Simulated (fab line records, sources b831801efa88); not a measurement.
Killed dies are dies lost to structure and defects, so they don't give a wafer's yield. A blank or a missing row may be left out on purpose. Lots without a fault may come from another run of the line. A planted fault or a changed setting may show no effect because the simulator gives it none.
A struck lot beside a sound one | flow gf180mcu | 14 steps out of a route of 602
Sound: wafers L757.2, L757.4, L757.6. Struck: wafers L766.1, L766.3, L766.5. The cause comes at the end.
At each step with rows: each side's tool, then ch and its chambers, then its first start. Under that, the readings that differ: sound wafers | struck wafers | difference of the means | sigmas: that difference in standard deviations of wafers without a fault.
alike: readings whose means differ by less than 2 such deviations, and words and numbers that are the same on both sides. not compared: withheld readings, readings that some wafer has no value for, bounds like >300 that may hide the same value, and numbers for which the record gives no deviation and whose values overlap.
The two part at a step that has a row with sigmas, a row that says differs or no value, or rows on one side only. Numbers that don't overlap but have no deviation are shown without sigmas and don't part them. A reading that every wafer of one side lacks parts them only if that side has two wafers or more.

first, 2 steps without rows for these wafers: GF_V4_STRIP_19 (strips in post etch residue remover, time 1200 s); GF_V4_CLEAN_20 (cleans in DIW).
GF_V4_SPUTTER_21: material Ti, target thk 15 nm, time 80.02 s.
  sound on pvd_sputter-04, day 27 08:35; struck on pvd_sputter-01, day 30 10:56
  alike: cathode_dc_power_W, chamber_pressure_pa, throttle_valve_pct
then, 1 step without rows for these wafers: GF_V4_SPUTTER_22 (material TiN, target thk 10 nm, time 40 s).
GF_V4_CVD_23: deposits W, target thk 350 nm, time 104.9 s.
  sound on cvd_w-01 ch 0,1, day 27 08:41; struck on cvd_w-01 ch 0,1, day 30 11:02
  alike: heater_power_w
GF_V4_RS_MEAS_24: measures by four-point-probe.
  sound on film_metro-02, day 27 08:49; struck on film_metro-04, day 30 11:09
  alike: V4_W_RS
GF_V4_THK_MEAS_25: measures by xrf.
  sound on film_metro-02, day 27 08:55; struck on film_metro-04, day 30 11:16
  alike: V4_W_THK
then, 1 step without rows for these wafers: GF_V4_CMP_26 (polishes, stops on SiO2, t overpolish 15 s, target thk 0 nm).
GF_MIM_SPUTTER_00: material Ti, target thk 37.5 nm, time 150 s.
  sound on pvd_sputter-01, day 27 09:16; struck on pvd_sputter-03, day 30 11:38
  alike: cathode_dc_power_W, chamber_pressure_pa, throttle_valve_pct
then, 1 step without rows for these wafers: GF_MIM_SPUTTER_01 (material TiN, target thk 30 nm, time 25 s).
GF_MIM_SPUTTER_02: material AlCu, target thk 450 nm, time 23.9 s.
  sound on pvd_sputter-01, day 27 09:24; struck on pvd_sputter-03, day 30 11:46
  alike: cathode_dc_power_W, chamber_pressure_pa, throttle_valve_pct
then, 1 step without rows for these wafers: GF_MIM_SPUTTER_03 (material Ti, target thk 10 nm, time 6.7 s).
GF_MIM_SPUTTER_04: material TiN, target thk 50 nm, time 41.7 s.
  sound on pvd_sputter-01, day 27 09:27; struck on pvd_sputter-03, day 30 11:49
  no value came back on the struck wafers for cathode_dc_power_W (W), chamber_pressure_pa (Pa), throttle_valve_pct (%); on the sound wafers cathode_dc_power_W (W) reads 6500.9 6500.3 6500.5
GF_MIM_CVD_05: deposits Si3N4, target thk 42 nm, time 29.086 s.
  sound on pecvd-01 ch 0,1, day 27 09:29; struck on pecvd-01 ch 1,2, day 30 11:51
  alike: heater_power_w

WHERE THEY PART
Only at GF_MIM_SPUTTER_04, within this record. Later steps at which nothing parts them and some readings are alike: GF_MIM_CVD_05.

WHY: what the simulator had put in
Skipped step whole: pvd_sputter-03, from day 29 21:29 on, at GF_MIM_SPUTTER_04. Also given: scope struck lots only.
